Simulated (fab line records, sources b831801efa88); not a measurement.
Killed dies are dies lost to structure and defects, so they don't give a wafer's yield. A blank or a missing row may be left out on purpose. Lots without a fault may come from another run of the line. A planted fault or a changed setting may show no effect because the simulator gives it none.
fab line records | flow gf180mcu | part 1 of 2: steps 1 to 24 of 35
record lots=5 wafers=15 last_day=34
route steps=602 shown MIM@518 M5@526 V5@540
lots that met no fault: from a run of the same line without faults
start_h: hours from the record's first day to the start of the lot's first wafer shown | wait_h: hours since the lot's step before | " the same as in the row above | L1.1+2: a row that stands for several wafers | - no value, or no start given | * or withheld: withheld | < > ~ a bound
route shown NAME@n: a module of which the file shows steps, and the number in the route of the first | usual: mean/standard deviation of fault-free wafers | same: alike in all rows | chamber/n: place in a boat | sites: the reading at each site | _std_site: their standard deviation | _edge_site: outer sites' mean less inner sites' | radius_mm: how far each site lies from the wafer's centre | mask NAME#n: copy n | behind: the tool/chamber that last shaped the wafer | hold: why the lot was held/for how many hours/how that ended | device: the transistor (n, p or np) that didn't switch | end of line: the same wafers' tests at the end of the route | a step without rows: its recipe alone | killed: dies lost to structure and defects at the first sort, not the wafer's yield | map: a wafer's dies, x killed, . not, _ none there
set.NAME: the setting as run; set.NAME@STEP: as run at that earlier step | model.NAME: the simulator's own value behind a step, which no gauge read
lots at some steps of the route; a table a step, a row a wafer
services: from which hour (start_h, from the record's first day; less than 0 if before it) a tool's chamber was out of use, for how many hours, and why
## steps
# step GF_MIM_SOFTBAKE_15
# recipe temp_c=90 time_s=60 resist=NOVOLAK
# usual exhaust_pa=45.0/0.91 plate_temp_C=90.02/0.12
# columns lot.wafer tool chamber start_h wait_h exhaust_pa plate_temp_C
L074.1 litho_track-04 0 574.64 0.1 43.3 90.10
L074.5 " 0 " " 46.2 90.01
L074.6 " 0 " " 44.7 90.05
L088.1 litho_track-02 0 690.83 0.1 44.9 89.96
L088.4 " 0 " " 46.3 90.03
L088.5 " 0 " " 44.9 89.95
L093.1 litho_track-02 0 714.23 0.1 45.3 90.01
L093.3 " 0 " " 45.0 89.86
L093.5 " 0 " " 44.3 89.83
L095.2 litho_track-04 0 725.31 0.1 45.4 90.07
L095.4 " 0 " " 45.5 90.15
L095.6 " 0 " " 45.2 90.14
L097.1 litho_track-02 0 735.73 0.1 44.6 89.89
L097.5 " 0 " " 44.7 89.80
L097.6 " 0 " " 44.8 89.92
# step GF_MIM_EXPOSE_16
# recipe mask_id=FuseTop target_cd_nm=2000 na=0.6 source_shape=conventional sigma_outer=0.6 dose_mj=140
# columns lot.wafer tool chamber start_h wait_h mask
L074.1+5+6 iline_stepper-01 0 - - FuseTop#0
L088.1+4+5 iline_stepper-01 0 - - FuseTop#0
L093.1+3+5 iline_stepper-01 0 - - FuseTop#0
L095.2+4+6 iline_stepper-02 0 - - FuseTop#0
L097.1+5+6 iline_stepper-01 0 - - FuseTop#0
# step GF_MIM_PEB_17
# recipe temp_c=withheld time_s=* resist=NOVOLAK
# usual exhaust_pa=44.8/0.9
# columns lot.wafer tool chamber start_h wait_h exhaust_pa
L074.1 litho_track-01 0 - - 44.0
L074.5 " 0 " " 44.8
L074.6 " 0 " " 44.5
L088.1 litho_track-02 0 - - 45.7
L088.4 " 0 " " 43.7
L088.5 " 0 " " 44.6
L093.1 litho_track-04 0 - - 44.4
L093.3 " 0 " " 44.7
L093.5 " 0 " " 44.7
L095.2 litho_track-02 0 - - 45.5
L095.4 " 0 " " 45.6
L095.6 " 0 " " 46.9
L097.1 litho_track-01 0 - - 45.2
L097.5 " 0 " " 46.0
L097.6 " 0 " " 45.0
# step GF_MIM_DEVELOP_18
# recipe develop_time_s=60 dev_temp_c=23
# usual developer_temp_C=22.99/0.092 exhaust_pa=45.1/1.1
# columns lot.wafer tool chamber start_h wait_h developer_temp_C exhaust_pa
L074.1 litho_track-01 0 586.31 0.1 22.86 45.6
L074.5 " 0 " " 23.03 46.3
L074.6 " 0 " " 22.92 45.5
L088.1 litho_track-02 0 699.78 0.1 23.17 44.1
L088.4 " 0 " " 22.93 44.1
L088.5 " 0 " " 23.02 44.1
L093.1 litho_track-04 0 722.38 0.1 22.97 46.6
L093.3 " 0 " " 23.08 45.8
L093.5 " 0 " " 22.91 45.2
L095.2 litho_track-02 0 733.81 0.1 22.90 44.2
L095.4 " 0 " " 23.00 44.6
L095.6 " 0 " " 22.75 45.4
L097.1 litho_track-01 0 743.81 0.1 22.98 46.3
L097.5 " 0 " " 22.90 46.6
L097.6 " 0 " " 22.94 45.6
# step GF_MIM_METAL_ETCH_19
# recipe chemistry=Cl2/BCl3 mask_material=NOVOLAK stop_on=Si3N4 target_depth_nm=324.5 pressure_mtorr=8 icp_w=800 bias_w=140 Cl2_flow_sccm=80 bcl3_flow_sccm=40 time_s=54.1
# usual drypump_motor_current_A=5.72/0.19 oes_product_au=0.942/0.0065 throttle_valve_pct=28.282/0.01
# columns lot.wafer tool chamber start_h wait_h drypump_motor_current_A oes_product_au rf_hours_counter_h throttle_valve_pct
L074.1 rie_metal-04 0 586.46 0.1 5.79 0.944 2 28.299
L074.5 " 0 " " 5.83 0.938 - 28.284
L074.6 " 1 " " 6.07 0.943 - 28.286
L088.1 rie_metal-02 1 699.93 0.1 5.79 0.936 12 28.296
L088.4 " 1 " " 5.78 0.936 - 28.275
L088.5 " 0 " " 5.61 0.942 - 28.292
L093.1 rie_metal-02 1 722.53 0.1 5.79 0.938 13 28.303
L093.3 " 1 " " 5.78 0.940 - 28.286
L093.5 " 1 " " 5.78 0.950 - 28.296
L095.2 rie_metal-04 1 733.93 0.1 6.10 0.940 2 28.275
L095.4 " 0 " " 5.81 0.941 - 28.273
L095.6 " 1 " " 6.07 0.945 - 28.294
L097.1 rie_metal-03 0 743.96 0.1 5.45 0.936 6 28.310
L097.5 " 0 " " 5.45 0.949 - 28.287
L097.6 " 1 " " 5.67 0.949 - 28.263
# step GF_MIM_STRIP_20
# recipe chemistry=O2/N2 power_w=1400 pressure_mtorr=1500 platen_temp_c=250 o2_flow_sccm=3000 n2_flow_sccm=300 overash_fraction=0.5
# usual drypump_motor_current_A=5.6/0.36 heater_power_w=348/44 oes_product_au=0.692/0.0048 strip_time_to_endpoint_s=11.21/0.043
# columns lot.wafer tool chamber start_h wait_h drypump_motor_current_A heater_power_w oes_product_au rf_hours_counter_h strip_time_to_endpoint_s
L074.1 plasma_asher-03 1 586.53 0.0 6.2 313 0.697 55 11.24
L074.5 " 1 " " 6.2 306 0.684 - 11.22
L074.6 " 0 " " 5.6 288 0.693 - 11.24
L088.1 plasma_asher-01 0 700.00 0.0 5.3 318 0.685 96 11.14
L088.4 " 0 " " 5.3 320 0.691 - 11.20
L088.5 " 1 " " 5.6 364 0.674 - 11.13
L093.1 plasma_asher-01 0 722.67 0.1 5.3 314 0.683 99 11.16
L093.3 " 0 " " 5.3 314 0.689 - 11.18
L093.5 " 0 " " 5.3 313 0.683 - 11.19
L095.2 plasma_asher-03 1 734.00 0.0 6.2 314 0.685 69 11.17
L095.4 " 1 " " 6.2 314 0.694 - 11.20
L095.6 " 1 " " 6.2 305 0.700 - 11.19
L097.1 plasma_asher-04 1 744.03 0.0 5.2 319 0.685 0 11.23
L097.5 " 0 " " 6.0 411 0.694 - 11.22
L097.6 " 1 " " 5.2 336 0.690 - 11.20
# step GF_MIM_STRIP_21
# recipe chemistry=post_etch_residue_remover time_s=1200 temp_c=72.5
# usual temp_c=72.51/0.12
# columns lot.wafer tool chamber start_h wait_h temp_c
L074.1 wet_bench-04 1 586.63 0.1 72.60
L074.5 " 1 " " 72.24
L074.6 " 1 " " 72.46
L088.1 wet_bench-02 3 700.10 0.1 72.30
L088.4 " 3 " " 72.42
L088.5 " 3 " " 72.39
L093.1 wet_bench-01 1 722.77 0.1 72.37
L093.3 " 1 " " 72.44
L093.5 " 1 " " 72.50
L095.2 wet_bench-02 1 734.10 0.1 72.62
L095.4 " 1 " " 72.71
L095.6 " 1 " " 72.62
L097.1 wet_bench-01 2 744.13 0.1 72.60
L097.5 " 2 " " 72.61
L097.6 " 2 " " 72.59
# step GF_MIM_CLEAN_22
# recipe chemistry=DIW dry=n2_spin
# columns lot.wafer tool chamber start_h wait_h
L074.1+5+6 wet_bench-01 3 586.98 0.0
L088.1+4+5 wet_bench-04 3 700.44 0.0
L093.1+3+5 wet_bench-02 2 723.12 0.0
L095.2+4+6 wet_bench-02 3 734.44 0.0
L097.1+5+6 wet_bench-02 2 744.54 0.0
# step GF_M5_DEHYDRATE_00
# recipe temp_c=200 time_s=60
# usual exhaust_pa=45.0/0.85 plate_temp_C=200.04/0.13
# columns lot.wafer tool chamber start_h wait_h exhaust_pa plate_temp_C
L074.1 litho_track-01 0 596.61 9.5 44.5 199.98
L074.5 " 0 " " 45.0 200.00
L074.6 " 0 " " 45.2 200.29
L088.1 litho_track-04 0 708.28 7.7 44.0 199.99
L088.4 " 0 " " 45.4 199.89
L088.5 " 0 " " 44.6 199.96
L093.1 litho_track-03 0 731.78 8.5 46.5 200.08
L093.3 " 0 " " 46.5 200.14
L093.5 " 0 " " 45.2 200.14
L095.2 litho_track-01 0 741.74 7.2 44.9 199.98
L095.4 " 0 " " 44.3 199.83
L095.6 " 0 " " 44.3 199.81
L097.1 litho_track-04 0 752.73 8.1 46.3 200.07
L097.5 " 0 " " 45.3 200.10
L097.6 " 0 " " 45.4 199.85
# step GF_M5_HMDS_01
# recipe prime_time_s=60 prime_temp_c=120
# usual exhaust_pa=45.0/0.91
# columns lot.wafer tool chamber start_h wait_h exhaust_pa
L074.1 litho_track-01 0 596.76 0.1 43.2
L074.5 " 0 " " 44.7
L074.6 " 0 " " 43.9
L088.1 litho_track-04 0 708.43 0.1 46.4
L088.4 " 0 " " 45.6
L088.5 " 0 " " 45.6
L093.1 litho_track-03 0 731.93 0.1 45.7
L093.3 " 0 " " 44.0
L093.5 " 0 " " 46.0
L095.2 litho_track-01 0 741.89 0.1 46.5
L095.4 " 0 " " 45.5
L095.6 " 0 " " 47.6
L097.1 litho_track-04 0 752.88 0.1 44.1
L097.5 " 0 " " 45.1
L097.6 " 0 " " 44.2
# step GF_M5_COAT_02
# recipe resist=KrF spin_rpm=withheld resist_thk_nm=1000
# usual exhaust_pa=44.9/0.89
# columns lot.wafer tool chamber start_h wait_h exhaust_pa
L074.1 litho_track-01 0 596.91 0.1 45.5
L074.5 " 0 " " 46.2
L074.6 " 0 " " 46.0
L088.1 litho_track-04 0 708.58 0.1 44.4
L088.4 " 0 " " 44.6
L088.5 " 0 " " 44.8
L093.1 litho_track-03 0 732.08 0.1 44.2
L093.3 " 0 " " 44.1
L093.5 " 0 " " 45.4
L095.2 litho_track-01 0 742.04 0.1 43.6
L095.4 " 0 " " 42.6
L095.6 " 0 " " 43.8
L097.1 litho_track-04 0 753.03 0.1 47.3
L097.5 " 0 " " 45.4
L097.6 " 0 " " 45.3
# step GF_M5_SOFTBAKE_03
# recipe temp_c=130 time_s=60 resist=KrF
# usual exhaust_pa=45.1/0.83 plate_temp_C=130.01/0.14
# columns lot.wafer tool chamber start_h wait_h exhaust_pa plate_temp_C
L074.1 litho_track-01 0 597.06 0.1 44.6 130.07
L074.5 " 0 " " 44.8 130.08
L074.6 " 0 " " 45.3 130.08
L088.1 litho_track-04 0 708.73 0.1 44.1 130.13
L088.4 " 0 " " 44.6 130.19
L088.5 " 0 " " 44.5 130.01
L093.1 litho_track-03 0 732.23 0.1 44.3 129.98
L093.3 " 0 " " 44.4 129.95
L093.5 " 0 " " 44.3 129.81
L095.2 litho_track-01 0 742.19 0.1 46.9 129.99
L095.4 " 0 " " 46.6 130.08
L095.6 " 0 " " 47.4 130.14
L097.1 litho_track-04 0 753.18 0.1 45.3 129.82
L097.5 " 0 " " 45.1 129.95
L097.6 " 0 " " 44.8 129.91
# step GF_M5_EXPOSE_04
# recipe mask_id=Metal5 target_cd_nm=280 na=0.68 source_shape=conventional sigma_outer=0.6 dose_mj=28
# columns lot.wafer tool chamber start_h wait_h mask
L074.1+5+6 krf_scanner-02 0 - - Metal5#0
L088.1+4+5 krf_scanner-02 0 - - Metal5#0
L093.1+3+5 krf_scanner-02 0 - - Metal5#0
L095.2+4+6 krf_scanner-01 0 - - Metal5#0
L097.1+5+6 krf_scanner-02 0 - - Metal5#0
# step GF_M5_PEB_05
# recipe peb_temp_c=135 peb_time_s=90 resist=KrF
# usual exhaust_pa=45.1/0.89 plate_temp_C=135.00/0.14
# same peb_time_s=90
# columns lot.wafer tool chamber start_h wait_h exhaust_pa plate_temp_C
L074.1 litho_track-03 0 - - 43.6 134.94
L074.5 " 0 " " 45.6 134.96
L074.6 " 0 " " 44.6 135.00
L088.1 litho_track-04 0 - - 45.8 135.17
L088.4 " 0 " " 44.8 135.16
L088.5 " 0 " " 45.0 134.93
L093.1 litho_track-04 0 - - 45.1 134.89
L093.3 " 0 " " 45.8 134.94
L093.5 " 0 " " 45.7 135.00
L095.2 litho_track-01 0 - - 44.3 135.09
L095.4 " 0 " " 46.4 135.21
L095.6 " 0 " " 45.2 135.30
L097.1 litho_track-04 0 - - 44.7 134.93
L097.5 " 0 " " 46.3 135.00
L097.6 " 0 " " 46.4 135.17
# step GF_M5_DEVELOP_06
# recipe develop_time_s=60 dev_temp_c=21
# usual developer_temp_C=20.99/0.089 exhaust_pa=45.0/0.79
# columns lot.wafer tool chamber start_h wait_h developer_temp_C exhaust_pa
L074.1 litho_track-03 0 607.88 0.2 20.89 46.5
L074.5 " 0 " " 21.05 45.8
L074.6 " 0 " " 20.94 45.9
L088.1 litho_track-04 0 717.53 0.2 21.02 45.6
L088.4 " 0 " " 21.05 46.0
L088.5 " 0 " " 21.09 46.4
L093.1 litho_track-04 0 740.43 0.2 20.72 44.9
L093.3 " 0 " " 20.89 45.1
L093.5 " 0 " " 20.96 46.1
L095.2 litho_track-01 0 751.09 0.2 21.07 44.5
L095.4 " 0 " " 21.11 45.6
L095.6 " 0 " " 20.97 46.3
L097.1 litho_track-04 0 760.58 0.2 21.15 45.6
L097.5 " 0 " " 21.14 44.6
L097.6 " 0 " " 21.02 44.3
# step GF_M5_CD_MEAS_07
# recipe target_cd_nm=280
# usual cd_nm=280.1/1.2
# columns lot.wafer tool chamber start_h wait_h cd_nm
L074.1 cd_sem-01 - 608.03 0.1 279.7
L074.5 " - " " 279.6
L074.6 " - " " 280.6
L088.1 cd_sem-01 - 717.87 0.3 280.4
L088.4 " - " " 279.1
L088.5 " - " " 279.4
L093.1 cd_sem-01 - 740.58 0.1 279.6
L093.3 " - " " 279.3
L093.5 " - " " 279.7
L095.2 cd_sem-01 - 751.23 0.1 279.4
L095.4 " - " " 278.8
L095.6 " - " " 279.3
L097.1 cd_sem-01 - 760.73 0.1 278.4
L097.5 " - " " 278.4
L097.6 " - " " 279.1
# step GF_M5_OVL_MEAS_08
# usual M5_OVL=-3/5.5
# columns lot.wafer tool chamber start_h wait_h M5_OVL[nm]
L074.1 overlay-02 - 608.15 0.1 8
L074.5 " - " " -1
L074.6 " - " " 6
L088.1 overlay-02 - 717.99 0.1 -12
L088.4 " - " " -6
L088.5 " - " " -5
L093.1 overlay-01 - 740.70 0.1 -11
L093.3 " - " " -9
L093.5 " - " " -3
L095.2 overlay-01 - 751.34 0.1 -8
L095.4 " - " " -13
L095.6 " - " " -12
L097.1 overlay-01 - 760.85 0.1 -4
L097.5 " - " " -2
L097.6 " - " " -4
# step GF_M5_ETCH_09
# recipe chemistry=CF4/O2 target=Si3N4 target_depth_nm=52 source_w=800 bias_w=150 pressure_mtorr=150 cf4_flow_sccm=80 O2_flow_sccm=10 time_s=11.6
# usual drypump_motor_current_A=5.5/0.37 oes_product_au=1.002/0.0066 throttle_valve_pct=5.971/0.01
# columns lot.wafer tool chamber start_h wait_h drypump_motor_current_A oes_product_au rf_hours_counter_h throttle_valve_pct
L074.1 rie_diel-01 1 608.19 0.0 5.4 0.994 10 5.980
L074.5 " 3 " " 6.0 0.990 - 5.972
L074.6 " 0 " " 5.8 1.002 - 5.945
L088.1 rie_diel-01 3 718.03 0.0 6.0 0.989 10 5.960
L088.4 " 1 " " 5.5 1.006 14 5.972
L088.5 " 1 " " 5.5 0.997 - 5.981
L093.1 rie_diel-01 0 740.74 0.0 5.8 1.000 44 5.992
L093.3 " 3 " " 6.0 1.007 12 5.959
L093.5 " 3 " " 6.0 0.995 - 5.975
L095.2 rie_diel-01 2 751.37 0.0 5.1 1.013 21 5.980
L095.4 " 0 " " 5.8 1.004 44 5.992
L095.6 " 0 " " 5.8 1.012 - 5.968
L097.1 rie_diel-03 2 760.89 0.0 5.2 1.005 3 5.946
L097.5 " 3 " " 5.3 1.009 - 5.955
L097.6 " 2 " " 5.2 1.002 - 5.978
# step GF_M5_METAL_ETCH_10
# recipe chemistry=Cl2/BCl3 mask_material=KrF target_depth_nm=750.8 stop_on=SiO2 pressure_mtorr=8 icp_w=800 bias_w=140 Cl2_flow_sccm=80 bcl3_flow_sccm=40 time_s=125.1
# usual drypump_motor_current_A=5.6/0.39 oes_product_au=0.991/0.0051 throttle_valve_pct=28.229/0.01
# columns lot.wafer tool chamber start_h wait_h drypump_motor_current_A oes_product_au rf_hours_counter_h throttle_valve_pct
L074.1 rie_metal-01 1 608.21 0.0 5.0 1.001 12 28.227
L074.5 " 1 " " 5.0 0.988 - 28.254
L074.6 " 1 " " 5.0 0.987 - 28.229
L088.1 rie_metal-04 1 718.05 0.0 6.1 0.990 1 28.244
L088.4 " 1 " " 6.1 0.992 - 28.233
L088.5 " 0 " " 5.8 0.998 - 28.235
L093.1 rie_metal-02 1 740.76 0.0 5.8 0.991 15 28.231
L093.3 " 1 " " 5.8 0.991 - 28.207
L093.5 " 1 " " 5.8 0.999 - 28.212
L095.2 rie_metal-02 1 751.39 0.0 5.8 0.990 16 28.213
L095.4 " 0 " " 5.6 0.995 - 28.231
L095.6 " 0 " " 5.6 0.995 - 28.241
L097.1 rie_metal-01 1 760.92 0.0 5.0 0.996 3 28.243
L097.5 " 0 " " 5.5 0.977 - 28.231
L097.6 " 1 " " 5.0 0.997 - 28.236
# step GF_M5_STRIP_11
# recipe chemistry=O2/N2 power_w=1400 pressure_mtorr=1500 platen_temp_c=250 o2_flow_sccm=3000 n2_flow_sccm=300 overash_fraction=0.5
# usual drypump_motor_current_A=5.5/0.42 heater_power_w=342/42 oes_product_au=0.523/0.0046 strip_time_to_endpoint_s=7.04/0.035
# columns lot.wafer tool chamber start_h wait_h drypump_motor_current_A heater_power_w oes_product_au rf_hours_counter_h strip_time_to_endpoint_s
L074.1 plasma_asher-02 1 608.47 0.2 6.1 309 0.520 19 7.05
L074.5 " 0 " " 4.9 288 0.519 - 7.01
L074.6 " 1 " " 6.1 315 0.529 - 7.10
L088.1 plasma_asher-04 1 718.18 0.1 5.2 329 0.524 103 7.10
L088.4 " 0 " " 6.1 433 0.522 - 7.03
L088.5 " 1 " " 5.2 335 0.518 - 7.03
L093.1 plasma_asher-01 1 741.02 0.2 5.6 355 0.521 101 7.04
L093.3 " 1 " " 5.7 364 0.524 - 6.99
L093.5 " 0 " " 5.3 319 0.524 - 7.01
L095.2 plasma_asher-02 1 751.52 0.1 6.0 303 0.519 35 6.99
L095.4 " 0 " " 4.9 295 0.520 - 7.06
L095.6 " 0 " " 4.9 280 0.524 - 7.05
L097.1 plasma_asher-01 0 761.05 0.1 5.3 327 0.525 104 7.09
L097.5 " 1 " " 5.7 358 0.522 - 7.13
L097.6 " 0 " " 5.3 313 0.524 - 7.08
# step GF_M5_STRIP_12
# recipe chemistry=post_etch_residue_remover time_s=1200 temp_c=72.5
# usual temp_c=72.51/0.11
# columns lot.wafer tool chamber start_h wait_h temp_c
L074.1 wet_bench-03 2 608.57 0.1 72.49
L074.5 " 2 " " 72.64
L074.6 " 2 " " 72.71
L088.1 wet_bench-02 3 718.28 0.1 72.63
L088.4 " 3 " " 72.60
L088.5 " 3 " " 72.54
L093.1 wet_bench-03 3 741.12 0.1 72.46
L093.3 " 3 " " 72.36
L093.5 " 3 " " 72.39
L095.2 wet_bench-01 3 751.62 0.1 72.60
L095.4 " 3 " " 72.63
L095.6 " 3 " " 72.67
L097.1 wet_bench-01 2 761.15 0.1 72.58
L097.5 " 2 " " 72.47
L097.6 " 2 " " 72.53
# step GF_M5_CLEAN_13
# recipe chemistry=DIW dry=n2_spin
# columns lot.wafer tool chamber start_h wait_h
L074.1+5+6 wet_bench-02 1 608.91 0.0
L088.1+4+5 wet_bench-01 3 718.62 0.0
L093.1+3+5 wet_bench-01 3 741.46 0.0
L095.2+4+6 wet_bench-02 2 751.99 0.0
L097.1+5+6 wet_bench-02 3 761.50 0.0
# step GF_V5_CVD_00
# recipe material=SiO2 target_thk_nm=300 sigma_open_frac=0.3 temp_c=400 time_s=50 sih4_flow_sccm=60 pressure_mtorr=6
# columns lot.wafer tool chamber start_h wait_h
L074.1+5+6 hdpcvd-02 0,0,2 609.01 0.0
L088.1+4+5 hdpcvd-01 0,2,0 718.71 0.0
L093.1+3+5 hdpcvd-02 1,0,1 741.56 0.0
L095.2+4+6 hdpcvd-02 2,0,1 752.09 0.0
L097.1+5+6 hdpcvd-02 1,2,0 761.59 0.0
# step GF_V5_THK_MEAS_01
# recipe reads=SiO2_of_V5_CVD_00
# usual V5_CVD_00_THK=297.8/2.8
# columns lot.wafer tool chamber start_h wait_h V5_CVD_00_THK[nm]
L074.1 film_metro-03 - 609.05 0.0 296.1
L074.5 " - " " 294.8
L074.6 " - " " 296.1
L088.1 film_metro-02 - 718.76 0.0 302.9
L088.4 " - " " 299.3
L088.5 " - " " 302.7
L093.1 film_metro-04 - 741.61 0.0 300.0
L093.3 " - " " 302.1
L093.5 " - " " 300.4
L095.2 film_metro-02 - 752.15 0.0 299.1
L095.4 " - " " 297.2
L095.6 " - " " 295.7
L097.1 film_metro-03 - 761.63 0.0 299.0
L097.5 " - " " 298.8
L097.6 " - " " 298.5
